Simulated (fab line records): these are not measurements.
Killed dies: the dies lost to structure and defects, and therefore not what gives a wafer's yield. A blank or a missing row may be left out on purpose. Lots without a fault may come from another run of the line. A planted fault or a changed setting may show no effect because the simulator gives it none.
fab line records -- flow sky130
[record] lots = 12, wafers = 34, last_day = 50
route steps=708 shown METAL2@487 VIA2@520 METAL3@536 PAD_OPEN@708
lots with no fault: from the same line, run without faults
start_h: hours from the record's opening day to when the first of the lot's shown wafers began -- wait_h: hours elapsed since this lot's preceding step -- " the same as in the row above -- L1.1+2: one row covering several wafers at once -- - either no value or no given start -- * or withheld: withheld -- < > ~ a bound
route shown NAME@n: a module of which the file shows steps, and the number in the route of the first -- usual: average and standard deviation across the fault-free wafers -- same: alike in all rows -- chamber/n: place in a boat -- sites: each site's reading -- _std_site: standard deviation of those values -- _edge_site: the outer-site mean with the inner-site mean subtracted -- radius_mm: for every site, how far away it sits from the centre of the wafer -- mask NAME#n: copy n -- behind: the last tool/chamber to shape the wafer -- hold: reason for holding the lot/hours on hold/outcome of the hold -- device: the n, p or np transistor that did not switch -- end of line: the route-end tests of the same wafers -- a step with no rows: only its recipe -- killed: not the wafer's yield, but the dies lost to structure and defects at the first sort -- map: per-die view of a wafer (x killed, . not killed, _ where there is no die)
set.NAME: the setting as run; set.NAME@STEP: as run at that earlier step -- model.NAME: the simulator's own value behind a step, which no gauge read
steps of the route over a sample of lots; a table a step, a row a wafer
services: when a tool's chamber went out of use (start_h, in hours from the record's first day, below 0 if earlier), for how many hours, and the reason
[[steps]]
[step SKY_METAL2_SPUTTER_04]
[recipe] material = TiN, target_thk_nm = 70, power_w = 6500, time_s = 58.3, chamber_pressure_pa = 0.4
[usual] throttle_valve_pct = 30.1/0.9
lot.wafer,tool,chamber,start_h,wait_h,throttle_valve_pct
L978.4,pvd_sputter-01,-,790.77,0.0,31.1
L978.5,pvd_sputter-01,-,790.77,0.0,29.8
L978.6,pvd_sputter-01,-,790.77,0.0,29.3
L979.1,pvd_sputter-02,-,806.56,0.0,31.5
L979.4,pvd_sputter-02,-,806.56,0.0,30.9
L979.5,pvd_sputter-02,-,806.56,0.0,29.0
L981.1,pvd_sputter-03,-,817.38,0.0,29.0
L981.3,pvd_sputter-03,-,817.38,0.0,30.1
L981.5,pvd_sputter-03,-,817.38,0.0,28.7
L982.2,pvd_sputter-01,-,820.79,0.0,31.2
L982.4,pvd_sputter-01,-,820.79,0.0,30.0
L982.5,pvd_sputter-01,-,820.79,0.0,29.1
L984.1,pvd_sputter-01,-,844.21,0.0,29.1
L984.3,pvd_sputter-01,-,844.21,0.0,29.1
L984.5,pvd_sputter-01,-,844.21,0.0,29.8
L986.3,pvd_sputter-02,-,861.23,0.0,29.1
L986.4,pvd_sputter-02,-,861.23,0.0,30.0
L986.6,pvd_sputter-02,-,861.23,0.0,30.7
L988.2,pvd_sputter-01,-,869.04,0.0,29.7
L988.3,pvd_sputter-01,-,869.04,0.0,28.9
L988.6,pvd_sputter-01,-,869.04,0.0,31.2
L990.2,pvd_sputter-03,-,882.62,0.0,30.1
L990.3,pvd_sputter-03,-,882.62,0.0,30.3
L990.4,pvd_sputter-03,-,882.62,0.0,31.0
L995.1,pvd_sputter-03,-,922.99,0.0,30.1
L995.4,pvd_sputter-03,-,922.99,0.0,30.3
L996.1,pvd_sputter-02,-,928.08,0.0,30.9
L996.5,pvd_sputter-02,-,928.08,0.0,31.7
L996.6,pvd_sputter-02,-,928.08,0.0,29.1
L998.1,pvd_sputter-02,-,943.78,0.0,31.4
L998.3,pvd_sputter-02,-,943.78,0.0,30.9
L999.4,pvd_sputter-02,-,951.53,0.0,29.0
L999.5,pvd_sputter-02,-,951.53,0.0,30.4
L999.6,pvd_sputter-02,-,951.53,0.0,29.0
[step SKY_VIA2_OVL_MEAS_13]
[usual] VIA2_OVL = 3/5.5
lot.wafer,tool,chamber,start_h,wait_h,VIA2_OVL[nm]
L978.4,overlay-01,-,846.00,0.1,6
L978.5,overlay-01,-,846.00,0.1,-3
L978.6,overlay-01,-,846.00,0.1,7
L979.1,overlay-02,-,861.19,0.1,-3
L979.4,overlay-02,-,861.19,0.1,1
L979.5,overlay-02,-,861.19,0.1,-2
L981.1,overlay-01,-,871.39,0.1,15
L981.3,overlay-01,-,871.39,0.1,12
L981.5,overlay-01,-,871.39,0.1,6
L982.2,overlay-02,-,875.96,0.1,4
L982.4,overlay-02,-,875.96,0.1,6
L982.5,overlay-02,-,875.96,0.1,3
L984.1,overlay-02,-,898.20,0.1,13
L984.3,overlay-02,-,898.20,0.1,4
L984.5,overlay-02,-,898.20,0.1,6
L986.3,overlay-02,-,913.90,0.1,3
L986.4,overlay-02,-,913.90,0.1,8
L986.6,overlay-02,-,913.90,0.1,3
L988.2,overlay-01,-,921.10,0.1,3
L988.3,overlay-01,-,921.10,0.1,1
L988.6,overlay-01,-,921.10,0.1,-1
L990.2,overlay-01,-,934.41,0.1,0
L990.3,overlay-01,-,934.41,0.1,9
L990.4,overlay-01,-,934.41,0.1,6
L995.1,overlay-01,-,973.94,0.1,0
L995.4,overlay-01,-,973.94,0.1,1
L996.1,overlay-01,-,979.19,0.1,5
L996.5,overlay-01,-,979.19,0.1,-7
L996.6,overlay-01,-,979.19,0.1,0
L998.1,overlay-01,-,992.85,0.1,6
L998.3,overlay-01,-,992.85,0.1,1
L999.4,overlay-02,-,1001.02,0.1,4
L999.5,overlay-02,-,1001.02,0.1,4
L999.6,overlay-02,-,1001.02,0.1,-3
[step SKY_VIA2_CMP_24]
[recipe] stop_on = SiO2, t_overpolish_s = 20, down_force_psi = 3.5, platen_rpm = 60, target_thk_nm = 0, pad_velocity_m_s = 0.94248
[usual] head_pressure_psi = 3.500/0.0067, motor_current_A = 11.5/0.99, overpolish_run_s = 20.000/0.0081, time_to_endpoint_s = 100/4
lot.wafer,tool,chamber,start_h,wait_h,head_pressure_psi,motor_current_A,overpolish_run_s,time_to_endpoint_s
L978.4,cmp-02,1,847.19,0.1,3.512,10.9,20.011,102
L978.6,cmp-02,0,847.19,0.1,3.490,10.1,20.002,101
L978.5,cmp-02,1,847.19,0.1,3.494,10.3,19.999,103
L979.1,cmp-01,3,862.29,0.1,3.505,11.4,20.013,101
L979.4,cmp-01,0,862.29,0.1,3.496,12.0,19.999,99
L979.5,cmp-01,0,862.29,0.1,3.501,12.2,19.996,99
L981.1,cmp-02,1,872.56,0.1,3.498,10.8,19.975,107
L981.3,cmp-02,3,872.56,0.1,3.501,11.6,19.991,102
L981.5,cmp-02,0,872.56,0.1,3.495,10.2,20.005,101
L982.4,cmp-02,0,877.19,0.1,3.499,10.4,20.004,101
L982.2,cmp-02,1,877.19,0.1,3.500,10.7,20.002,106
L982.5,cmp-02,2,877.19,0.1,3.492,13.3,19.997,105
L984.3,cmp-01,0,899.40,0.1,3.509,11.9,19.989,96
L984.1,cmp-01,1,899.40,0.1,3.503,12.0,20.009,98
L984.5,cmp-01,2,899.40,0.1,3.503,10.6,20.003,100
L986.3,cmp-01,2,915.10,0.1,3.496,11.2,20.007,98
L986.4,cmp-01,3,915.10,0.1,3.499,11.4,19.998,99
L986.6,cmp-01,1,915.10,0.1,3.497,12.0,19.997,97
L988.3,cmp-02,1,922.21,0.0,3.498,10.1,20.005,99
L988.2,cmp-02,0,922.21,0.0,3.507,9.8,20.000,95
L988.6,cmp-02,1,922.21,0.0,3.500,10.8,20.007,100
L990.3,cmp-02,3,935.52,0.0,3.493,11.6,20.000,101
L990.2,cmp-02,1,935.52,0.0,3.507,10.7,20.004,104
L990.4,cmp-02,2,935.52,0.0,3.508,12.8,20.002,104
L995.4,cmp-01,2,975.05,0.0,3.504,10.8,20.000,100
L995.1,cmp-01,3,975.05,0.0,3.499,11.0,19.999,100
L996.1,cmp-02,2,980.29,0.1,3.483,13.7,19.995,103
L996.6,cmp-02,2,980.29,0.1,3.502,13.0,19.990,100
L996.5,cmp-02,3,980.29,0.1,3.506,11.8,19.997,99
L998.1,cmp-01,1,994.06,0.1,3.491,11.8,19.991,105
L998.3,cmp-01,2,994.06,0.1,3.515,11.5,20.002,108
L999.4,cmp-02,1,1002.11,0.0,3.506,10.5,19.997,106
L999.6,cmp-02,1,1002.11,0.0,3.511,10.3,20.005,105
L999.5,cmp-02,2,1002.11,0.0,3.502,13.6,19.990,107
[step SKY_METAL3_SPUTTER_04]
[recipe] material = TiN, target_thk_nm = 70, power_w = 6500, time_s = 58.3, chamber_pressure_pa = 0.4
[usual] throttle_valve_pct = 30.1/0.95
lot.wafer,tool,chamber,start_h,wait_h,throttle_valve_pct
L978.4,pvd_sputter-02,-,847.55,0.0,30.3
L978.5,pvd_sputter-02,-,847.55,0.0,31.5
L978.6,pvd_sputter-02,-,847.55,0.0,29.3
L979.1,pvd_sputter-03,-,862.70,0.0,30.3
L979.4,pvd_sputter-03,-,862.70,0.0,31.7
L979.5,pvd_sputter-03,-,862.70,0.0,28.9
L981.1,pvd_sputter-02,-,872.92,0.0,30.8
L981.3,pvd_sputter-02,-,872.92,0.0,29.3
L981.5,pvd_sputter-02,-,872.92,0.0,30.9
L982.2,pvd_sputter-02,-,877.50,0.0,29.0
L982.4,pvd_sputter-02,-,877.50,0.0,30.6
L982.5,pvd_sputter-02,-,877.50,0.0,29.1
L984.1,pvd_sputter-04,-,899.71,0.0,28.6
L984.3,pvd_sputter-04,-,899.71,0.0,29.1
L984.5,pvd_sputter-04,-,899.71,0.0,29.4
L986.3,pvd_sputter-02,-,915.42,0.0,30.0
L986.4,pvd_sputter-02,-,915.42,0.0,31.5
L986.6,pvd_sputter-02,-,915.42,0.0,29.0
L988.2,pvd_sputter-03,-,922.62,0.0,31.5
L988.3,pvd_sputter-03,-,922.62,0.0,30.2
L988.6,pvd_sputter-03,-,922.62,0.0,31.3
L990.2,pvd_sputter-04,-,935.92,0.0,29.5
L990.3,pvd_sputter-04,-,935.92,0.0,29.0
L990.4,pvd_sputter-04,-,935.92,0.0,28.9
L995.1,pvd_sputter-02,-,975.45,0.0,29.2
L995.4,pvd_sputter-02,-,975.45,0.0,30.4
L996.1,pvd_sputter-02,-,980.70,0.0,31.4
L996.5,pvd_sputter-02,-,980.70,0.0,30.8
L996.6,pvd_sputter-02,-,980.70,0.0,30.1
L998.1,pvd_sputter-02,-,994.36,0.0,31.7
L998.3,pvd_sputter-02,-,994.36,0.0,29.4
L999.4,pvd_sputter-03,-,1002.52,0.0,31.2
L999.5,pvd_sputter-03,-,1002.52,0.0,30.3
L999.6,pvd_sputter-03,-,1002.52,0.0,31.4
[step SKY_METAL3_METAL_ETCH_18]
[recipe] target_depth_a = 8450, stop_on = SiO2, over_etch_frac = 0.3, time_s = 183.1, chemistry = Cl2/BCl3, resist_sidewall_deg = 88, pressure_mtorr = 10, icp_w = 900, bias_w = 48.5, Cl2_flow_sccm = 60, bcl3_flow_sccm = 30
[usual] drypump_motor_current_A = 5.6/0.48, oes_product_au = 0.865/0.0062, throttle_valve_pct = 22.264/0.0095
lot.wafer,tool,chamber,start_h,wait_h,drypump_motor_current_A,oes_product_au,rf_hours_counter_h,throttle_valve_pct
L978.4,rie_metal-03,1,899.23,0.1,5.4,0.860,-,22.253
L978.5,rie_metal-03,0,899.23,0.1,5.6,0.866,-,22.265
L978.6,rie_metal-03,1,899.23,0.1,5.4,0.868,-,22.262
L979.1,rie_metal-01,0,914.47,0.0,5.7,0.855,8,22.277
L979.4,rie_metal-01,0,914.47,0.0,5.7,0.871,-,22.249
L979.5,rie_metal-01,0,914.47,0.0,5.7,0.859,-,22.261
L981.1,rie_metal-02,0,924.69,0.0,5.0,0.866,8,22.276
L981.3,rie_metal-02,1,924.69,0.0,5.4,0.876,-,22.260
L981.5,rie_metal-02,0,924.69,0.0,5.0,0.874,-,22.270
L982.2,rie_metal-01,0,929.18,0.0,5.7,0.867,9,22.256
L982.4,rie_metal-01,1,929.18,0.0,6.5,0.861,-,22.262
L982.5,rie_metal-01,1,929.18,0.0,6.5,0.866,-,22.264
L984.1,rie_metal-02,0,950.10,0.0,5.1,0.867,9,22.260
L984.3,rie_metal-02,1,950.10,0.0,5.4,0.866,-,22.279
L984.5,rie_metal-02,0,950.10,0.0,5.0,0.874,-,22.268
L986.3,rie_metal-02,0,965.66,0.1,5.0,0.857,-,22.260
L986.4,rie_metal-02,1,965.66,0.1,5.4,0.850,-,22.259
L986.6,rie_metal-02,1,965.66,0.1,5.4,0.857,-,22.252
L988.2,rie_metal-03,0,972.44,0.0,5.6,0.860,10,22.272
L988.3,rie_metal-03,1,972.44,0.0,5.3,0.861,-,22.251
L988.6,rie_metal-03,1,972.44,0.0,5.4,0.854,-,22.262
L990.2,rie_metal-01,1,985.67,0.0,6.5,0.876,5,22.269
L990.3,rie_metal-01,1,985.67,0.0,6.5,0.861,-,22.277
L990.4,rie_metal-01,0,985.67,0.0,5.7,0.852,-,22.255
L995.1,rie_metal-02,0,1022.74,0.0,5.0,0.844,13,22.262
L995.4,rie_metal-02,0,1022.74,0.0,5.1,0.876,-,22.263
L996.1,rie_metal-03,1,1027.85,0.0,5.4,0.839,7,22.251
L996.5,rie_metal-03,1,1027.85,0.0,5.4,0.834,-,22.265
L996.6,rie_metal-03,1,1027.85,0.0,5.4,0.878,-,22.281
L998.1,rie_metal-01,1,1041.52,0.0,6.5,0.838,8,22.260
L998.3,rie_metal-01,0,1041.52,0.0,5.7,0.873,-,22.253
L999.4,rie_metal-03,1,1048.60,0.1,5.3,0.864,-,22.278
L999.5,rie_metal-03,1,1048.60,0.1,5.3,0.859,-,22.265
L999.6,rie_metal-03,0,1048.60,0.1,5.7,0.866,-,22.274
[step SKY_PAD_OPEN_PROBE_99]
[usual] defect_limited_yield = 82.8/2, killed_at_M0_to_M3 = 42/7.3, killed_at_M4_up = 3.2/1.8, killed_at_contacts = 25/5.2, killed_at_front_end = 15/4.6, killed_at_other = 0.3/0.62, killed_dies = 85/9.9, killed_open = 46/7.1, killed_short = 38/5.7, sort_bin_3_pad_short = 0.9/0.42, sort_bin_5_function = 10.0/1.5, sort_bin_6_memory = 6.3/1.2, sort_n_pass = 407/9.9, sort_yield_pct = 82.8/2
[same] gross_dies = 492, killed_at_back_side = 0, sort_bin_4_leakage[%] = 0, sort_bin_8_speed[%] = 0
lot.wafer,tool,chamber,start_h,wait_h,hold,defect_limited_yield[%],killed_at_M0_to_M3,killed_at_M4_up,killed_at_contacts,killed_at_front_end,killed_at_other,killed_dies,killed_open,killed_short,sort_bin_3_pad_short[%],sort_bin_5_function[%],sort_bin_6_memory[%],sort_n_pass,sort_yield_pct[%]
L978.4,prober-01,-,1073.87,0.2,-,82.5,40,1,25,20,0,86,43,43,1.2,9.8,6.5,406,82.5
L978.5,prober-01,-,1073.92,0.2,-,80.9,47,1,30,16,0,94,51,43,0.8,11.2,7.1,398,80.9
L978.6,prober-01,-,1073.97,0.2,-,81.9,41,1,28,19,0,89,49,40,0.2,11.0,6.9,403,81.9
L979.1,prober-02,-,1086.12,0.1,-,78.5,53,3,23,27,0,106,62,44,0.8,12.4,8.3,386,78.5
L979.4,prober-02,-,1086.27,0.2,-,83.7,38,6,25,11,0,80,46,34,0.4,9.1,6.7,412,83.7
L979.5,prober-02,-,1086.32,0.2,-,82.1,44,2,26,16,0,88,55,33,0.6,10.6,6.7,404,82.1
L981.1,prober-01,-,1095.04,0.1,-,78.7,49,2,36,18,0,105,58,47,1.0,14.0,6.3,387,78.7
L981.3,prober-01,-,1095.14,0.2,-,78.5,46,4,38,18,0,106,61,44,1.2,13.4,6.9,386,78.5
L981.5,prober-01,-,1095.24,0.2,-,83.7,30,2,24,24,0,80,44,33,0.8,8.1,7.3,412,83.7
L982.2,prober-02,-,1096.09,0.1,-,82.1,54,0,19,15,0,88,44,44,1.4,11.4,5.1,404,82.1
L982.4,prober-02,-,1096.19,0.2,-,81.3,49,3,25,13,2,92,49,41,1.2,11.8,5.7,400,81.3
L982.5,prober-02,-,1096.24,0.2,-,82.7,48,4,24,7,2,85,36,47,1.6,10.2,5.5,407,82.7
L984.1,prober-02,-,1115.89,0.1,-,80.7,56,4,19,16,0,95,49,46,0.2,13.0,6.1,397,80.7
L984.3,prober-02,-,1115.99,0.2,-,81.5,55,3,21,12,0,91,55,36,1.0,11.8,5.7,401,81.5
L984.5,prober-02,-,1116.09,0.2,-,81.3,46,4,27,14,1,92,54,38,0.8,9.6,8.3,400,81.3
L986.3,prober-02,-,1129.18,0.2,-,83.5,38,4,23,15,1,81,41,40,0.8,10.2,5.5,411,83.5
L986.4,prober-02,-,1129.23,0.2,-,86.0,42,6,12,9,0,69,33,33,0.6,7.7,5.7,423,86.0
L986.6,prober-02,-,1129.33,0.2,-,80.7,56,4,20,15,0,95,53,42,0.6,12.0,6.7,397,80.7
L988.2,prober-02,-,1133.51,0.1,-,83.1,46,3,27,7,0,83,42,41,1.2,9.1,6.5,409,83.1
L988.3,prober-02,-,1133.56,0.2,-,81.1,54,5,24,9,1,93,48,45,0.8,10.8,7.3,399,81.1
L988.6,prober-02,-,1133.71,0.2,-,83.1,50,4,20,9,0,83,55,28,1.0,10.2,5.7,409,83.1
L990.2,prober-02,-,1143.04,0.1,-,82.9,40,4,28,12,0,84,47,37,0.4,9.1,7.5,408,82.9
L990.3,prober-02,-,1143.09,0.2,-,85.0,32,4,26,12,0,74,34,40,1.0,8.9,5.1,418,85.0
L990.4,prober-02,-,1143.14,0.2,-,85.2,28,7,23,13,2,73,38,35,1.2,9.1,4.5,419,85.2
L995.1,prober-01,-,1173.78,0.1,await_dispo/1.5h/release,82.1,36,3,28,21,0,88,50,38,1.2,9.6,7.1,404,82.1
L995.4,prober-01,-,1173.93,0.2,await_dispo/1.5h/release,81.1,50,7,25,11,0,93,51,42,1.6,8.9,8.3,399,81.1
L996.1,prober-02,-,1177.07,0.1,-,84.1,32,0,28,18,0,78,45,33,1.0,10.0,4.9,414,84.1
L996.5,prober-02,-,1177.27,0.2,-,84.6,36,2,19,19,0,76,37,39,1.0,9.3,5.1,416,84.6
L996.6,prober-02,-,1177.32,0.2,-,85.4,44,2,15,11,0,72,41,31,0.4,8.5,5.7,420,85.4
L998.1,prober-02,-,1186.74,0.1,await_dispo/2.6h/release,81.3,41,6,31,14,0,92,50,40,1.0,9.3,8.3,400,81.3
L998.3,prober-02,-,1186.84,0.2,await_dispo/2.6h/release,79.1,58,5,22,17,1,103,62,41,0.6,12.4,7.9,389,79.1
L999.4,prober-01,-,1191.82,0.2,-,84.1,40,2,19,17,0,78,46,32,1.2,8.7,5.9,414,84.1
L999.5,prober-01,-,1191.87,0.2,-,80.7,43,3,31,18,0,95,51,44,1.0,11.6,6.7,397,80.7
L999.6,prober-01,-,1191.92,0.2,-,83.3,35,2,26,18,1,82,49,33,0,10.8,5.9,410,83.3
// killed by level:class
L978.4 METAL2:geometric_particle:short=9 LI_CONTACT:geometric_particle:open=8 CONTACT:geometric_particle:open=8 VIA3:geometric_particle:short=7 VIA1:geometric_particle:open=6 FIELD_ISO:geometric_particle:open=5 POLY_GATE:geometric_particle:short=5 METAL1:geometric_particle:short=4
L978.5 CONTACT:geometric_particle:open=15 VIA1:geometric_particle:open=12 POLY_GATE:geometric_particle:short=6 METAL2:geometric_particle:short=6 CONTACT:geometric_particle:short=5 METAL1:geometric_particle:short=5 VIA2:geometric_particle:open=5 VIA3:geometric_particle:open=5
L978.6 LI_CONTACT:geometric_particle:open=9 CONTACT:geometric_particle:open=9 VIA2:geometric_particle:open=7 FIELD_ISO:geometric_particle:short=6 VIA1:geometric_particle:open=6 VIA3:geometric_particle:open=6 LOCAL_INTERCONNECT:geometric_particle:short=5 VIA3:geometric_particle:short=5
L979.1 VIA1:geometric_particle:open=14 POLY_GATE:geometric_particle:open=9 CONTACT:geometric_particle:open=9 VIA2:geometric_particle:open=9 VIA3:geometric_particle:open=8 VIA1:geometric_particle:short=7 FIELD_ISO:geometric_particle:open=6 CONTACT:geometric_particle:short=6
L979.4 CONTACT:geometric_particle:open=12 LI_CONTACT:geometric_particle:open=9 VIA2:geometric_particle:short=7 VIA1:geometric_particle:open=7 METAL1:geometric_particle:short=5 METAL4:geometric_particle:short=4 FIELD_ISO:geometric_particle:open=3 POLY_GATE:geometric_particle:short=3
L979.5 CONTACT:geometric_particle:open=11 VIA2:geometric_particle:open=11 VIA1:geometric_particle:open=10 POLY_GATE:geometric_particle:open=5 LI_CONTACT:geometric_particle:open=5 CONTACT:geometric_particle:short=4 VIA3:geometric_particle:open=4 VIA1:geometric_particle:short=4
L981.1 CONTACT:geometric_particle:open=11 VIA2:geometric_particle:open=9 LI_CONTACT:geometric_particle:open=8 CONTACT:geometric_particle:short=8 VIA3:geometric_particle:open=8 METAL2:geometric_particle:short=8 VIA1:geometric_particle:open=7 VIA2:geometric_particle:short=7
L981.3 LI_CONTACT:geometric_particle:open=15 VIA1:geometric_particle:open=13 CONTACT:geometric_particle:open=10 VIA2:geometric_particle:open=8 FIELD_ISO:geometric_particle:short=6 METAL1:geometric_particle:short=5 LI_CONTACT:geometric_particle:short=4 LOCAL_INTERCONNECT:geometric_particle:short=4
L981.5 CONTACT:geometric_particle:open=11 VIA1:geometric_particle:open=7 POLY_GATE:geometric_particle:short=6 LI_CONTACT:geometric_particle:open=6 VIA3:geometric_particle:open=5 CONTACT:geometric_particle:short=5 VIA2:geometric_particle:open=5 FIELD_ISO:geometric_particle:short=4
L982.2 CONTACT:geometric_particle:open=12 VIA1:geometric_particle:open=11 METAL1:geometric_particle:short=8 VIA1:geometric_particle:short=8 FIELD_ISO:geometric_particle:short=6 VIA3:geometric_particle:open=6 VIA3:geometric_particle:short=4 VIA2:geometric_particle:short=4
L982.4 VIA1:geometric_particle:open=12 VIA2:geometric_particle:open=11 LI_CONTACT:geometric_particle:open=7 CONTACT:geometric_particle:open=7 METAL2:geometric_particle:short=6 LOCAL_INTERCONNECT:geometric_particle:short=5 VIA1:geometric_particle:short=5 FIELD_ISO:geometric_particle:open=4
L982.5 METAL2:geometric_particle:short=8 LI_CONTACT:geometric_particle:open=7 METAL1:geometric_particle:short=7 VIA1:geometric_particle:short=6 VIA1:geometric_particle:open=6 LOCAL_INTERCONNECT:geometric_particle:short=5 CONTACT:geometric_particle:open=5 VIA3:geometric_particle:open=5
L984.1 VIA1:geometric_particle:open=11 VIA2:geometric_particle:short=10 METAL1:geometric_particle:short=8 VIA3:geometric_particle:open=8 VIA2:geometric_particle:open=7 POLY_GATE:geometric_particle:open=6 METAL2:geometric_particle:short=6 CONTACT:geometric_particle:open=5
L984.3 VIA1:geometric_particle:open=11 CONTACT:geometric_particle:open=10 VIA2:geometric_particle:open=10 VIA3:geometric_particle:open=9 VIA2:geometric_particle:short=6 LI_CONTACT:geometric_particle:open=5 CONTACT:geometric_particle:short=5 VIA1:geometric_particle:short=5
L984.5 CONTACT:geometric_particle:open=14 LI_CONTACT:geometric_particle:open=7 VIA1:geometric_particle:short=7 VIA3:geometric_particle:open=7 VIA1:geometric_particle:open=6 METAL2:geometric_particle:short=5 VIA2:geometric_particle:open=5 FIELD_ISO:geometric_particle:open=4
L986.3 VIA1:geometric_particle:open=10 CONTACT:geometric_particle:short=6 CONTACT:geometric_particle:open=6 METAL2:geometric_particle:short=6 LI_CONTACT:geometric_particle:open=5 LOCAL_INTERCONNECT:geometric_particle:short=4 POLY_GATE:geometric_particle:short=4 POLY_GATE:geometric_particle:open=4
L986.4 VIA1:geometric_particle:open=8 METAL1:geometric_particle:short=6 VIA3:geometric_particle:open=6 METAL2:geometric_particle:short=5 VIA2:geometric_particle:open=5 FIELD_ISO:geometric_particle:short=4 CONTACT:geometric_particle:open=4 LI_CONTACT:geometric_particle:open=3
L986.6 VIA1:geometric_particle:open=16 CONTACT:geometric_particle:open=10 METAL2:geometric_particle:short=7 VIA3:geometric_particle:open=7 VIA1:geometric_particle:short=6 METAL1:geometric_particle:short=5 FIELD_ISO:geometric_particle:short=4 VIA2:geometric_particle:open=4
L988.2 CONTACT:geometric_particle:open=14 VIA1:geometric_particle:open=9 VIA1:geometric_particle:short=7 METAL1:geometric_particle:short=6 LI_CONTACT:geometric_particle:open=5 LOCAL_INTERCONNECT:geometric_particle:short=5 VIA3:geometric_particle:open=5 METAL2:geometric_particle:short=4
L988.3 VIA1:geometric_particle:open=15 METAL1:geometric_particle:short=9 LI_CONTACT:geometric_particle:open=7 LI_CONTACT:geometric_particle:short=6 CONTACT:geometric_particle:open=5 VIA1:geometric_particle:short=5 VIA3:geometric_particle:short=4 VIA2:geometric_particle:short=4
L988.6 VIA1:geometric_particle:open=19 CONTACT:geometric_particle:open=7 VIA3:geometric_particle:open=7 POLY_GATE:geometric_particle:open=5 VIA2:geometric_particle:open=5 LI_CONTACT:geometric_particle:open=4 LOCAL_INTERCONNECT:geometric_particle:short=3 METAL1:geometric_particle:short=3
L990.2 LI_CONTACT:geometric_particle:open=10 CONTACT:geometric_particle:open=10 METAL1:geometric_particle:short=7 VIA2:geometric_particle:open=7 VIA3:geometric_particle:open=6 FIELD_ISO:geometric_particle:open=5 VIA2:geometric_particle:short=5 METAL2:geometric_particle:short=4
L990.3 VIA3:geometric_particle:open=8 LI_CONTACT:geometric_particle:open=8 METAL2:geometric_particle:short=6 CONTACT:geometric_particle:short=5 CONTACT:geometric_particle:open=5 VIA2:geometric_particle:short=5 FIELD_ISO:geometric_particle:short=4 LI_CONTACT:geometric_particle:short=4
L990.4 CONTACT:geometric_particle:open=10 LI_CONTACT:geometric_particle:open=8 VIA3:geometric_particle:open=7 VIA1:geometric_particle:open=6 METAL2:geometric_particle:short=6 METAL4:geometric_particle:short=6 POLY_GATE:geometric_particle:short=5 FIELD_ISO:geometric_particle:short=4
L995.1 CONTACT:geometric_particle:open=11 LI_CONTACT:geometric_particle:open=7 VIA1:geometric_particle:open=7 POLY_GATE:geometric_particle:open=5 POLY_GATE:geometric_particle:short=5 CONTACT:geometric_particle:short=5 METAL2:geometric_particle:short=5 VIA3:geometric_particle:open=5
L995.4 VIA1:geometric_particle:open=12 CONTACT:geometric_particle:open=10 METAL1:geometric_particle:short=10 LI_CONTACT:geometric_particle:open=8 FIELD_ISO:geometric_particle:open=6 VIA3:geometric_particle:open=6 METAL4:geometric_particle:short=6 LOCAL_INTERCONNECT:geometric_particle:short=5
L996.1 CONTACT:geometric_particle:open=11 VIA1:geometric_particle:open=9 LI_CONTACT:geometric_particle:short=6 POLY_GATE:geometric_particle:short=5 LI_CONTACT:geometric_particle:open=5 VIA3:geometric_particle:open=5 POLY_GATE:geometric_particle:open=4 METAL2:geometric_particle:short=4
L996.5 CONTACT:geometric_particle:open=7 METAL1:geometric_particle:short=7 METAL2:geometric_particle:short=7 VIA2:geometric_particle:open=7 FIELD_ISO:geometric_particle:short=5 POLY_GATE:geometric_particle:open=5 LI_CONTACT:geometric_particle:open=5 VIA1:geometric_particle:open=5
L996.6 VIA2:geometric_particle:open=9 METAL2:geometric_particle:short=7 VIA3:geometric_particle:open=6 CONTACT:geometric_particle:open=5 VIA1:geometric_particle:open=5 LI_CONTACT:geometric_particle:open=4 POLY_GATE:geometric_particle:open=3 LOCAL_INTERCONNECT:geometric_particle:short=3
L998.1 VIA2:geometric_particle:open=10 CONTACT:geometric_particle:open=9 VIA1:geometric_particle:open=8 LOCAL_INTERCONNECT:geometric_particle:short=7 VIA3:geometric_particle:open=7 FIELD_ISO:geometric_particle:short=5 LI_CONTACT:geometric_particle:open=5 CONTACT:geometric_particle:short=5
L998.3 VIA1:geometric_particle:open=14 VIA3:geometric_particle:open=11 VIA2:geometric_particle:open=8 FIELD_ISO:geometric_particle:open=7 CONTACT:geometric_particle:open=7 VIA1:geometric_particle:short=7 CONTACT:geometric_particle:short=5 POLY_GATE:geometric_particle:short=4
L999.4 VIA1:geometric_particle:open=12 METAL2:geometric_particle:short=6 FIELD_ISO:geometric_particle:short=5 VIA3:geometric_particle:open=5 LI_CONTACT:geometric_particle:open=5 CONTACT:geometric_particle:open=5 VIA2:geometric_particle:open=5 CONTACT:geometric_particle:short=4
L999.5 CONTACT:geometric_particle:open=15 VIA1:geometric_particle:open=12 FIELD_ISO:geometric_particle:short=8 VIA2:geometric_particle:open=8 LI_CONTACT:geometric_particle:open=6 CONTACT:geometric_particle:short=5 METAL2:geometric_particle:short=5 VIA3:geometric_particle:short=5
L999.6 VIA1:geometric_particle:open=11 CONTACT:geometric_particle:open=8 FIELD_ISO:geometric_particle:open=7 VIA2:geometric_particle:open=7 LI_CONTACT:geometric_particle:open=6 LOCAL_INTERCONNECT:geometric_particle:short=6 VIA3:geometric_particle:open=4 FIELD_ISO:geometric_particle:short=3
[[services]]
tool,chamber,start_h,hours,kind
cmp-01,-,772.49,3.1,pm
cmp-02,-,773.42,0.5,repair
cmp-02,-,799.78,2.7,repair
pvd_sputter-02,-,809.17,0.7,repair
cmp-02,-,824.61,0.4,repair
cmp-02,-,826.13,1.7,repair
cmp-01,-,840.58,1.3,repair
cmp-01,-,840.75,2.0,repair
rie_metal-03,-,844.20,1.1,repair
cmp-02,-,858.63,2.8,repair
cmp-02,-,879.40,0.7,repair
pvd_sputter-02,-,880.44,0.7,repair
cmp-02,-,885.99,1.0,repair
cmp-02,-,912.29,4.0,pm
cmp-01,-,938.14,0.5,repair
cmp-02,-,957.93,1.7,repair
cmp-02,-,958.45,1.7,repair
pvd_sputter-03,-,967.12,17.7,repair
cmp-01,-,972.55,0.3,repair
cmp-02,-,982.22,1.4,repair
cmp-01,-,982.47,0.2,repair
cmp-02,-,985.74,4.4,pm
pvd_sputter-03,-,1038.49,1.9,repair
cmp-01,-,1041.18,0.8,repair
[[key]]
[first_sign] step = SKY_METAL3_METAL_ETCH_18, reading = oes_product_au, direction = down, sigmas = 4.3, usual = 0.865, struck = 0.839
effect none on later readings
met_at SKY_METAL3_SPUTTER_04
struck_lots L995,L996,L998
struck_wafers L995.1,L996.1,L996.5,L998.1
not_acting_at SKY_METAL2_SPUTTER_04,SKY_VIA2_OVL_MEAS_13,SKY_VIA2_CMP_24
onset_between 915.42 975.45
[fault] kind = process_parameter_drift, tool = pvd_sputter-02, chamber = -, onset_h = 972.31, steps = SKY_METAL3_SPUTTER_04, channel = target_thk_nm, offset = -49.285, shape = step, end_h = 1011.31, scope = struck_wafers_only, acts_in = these_recipes_only, stated = 70
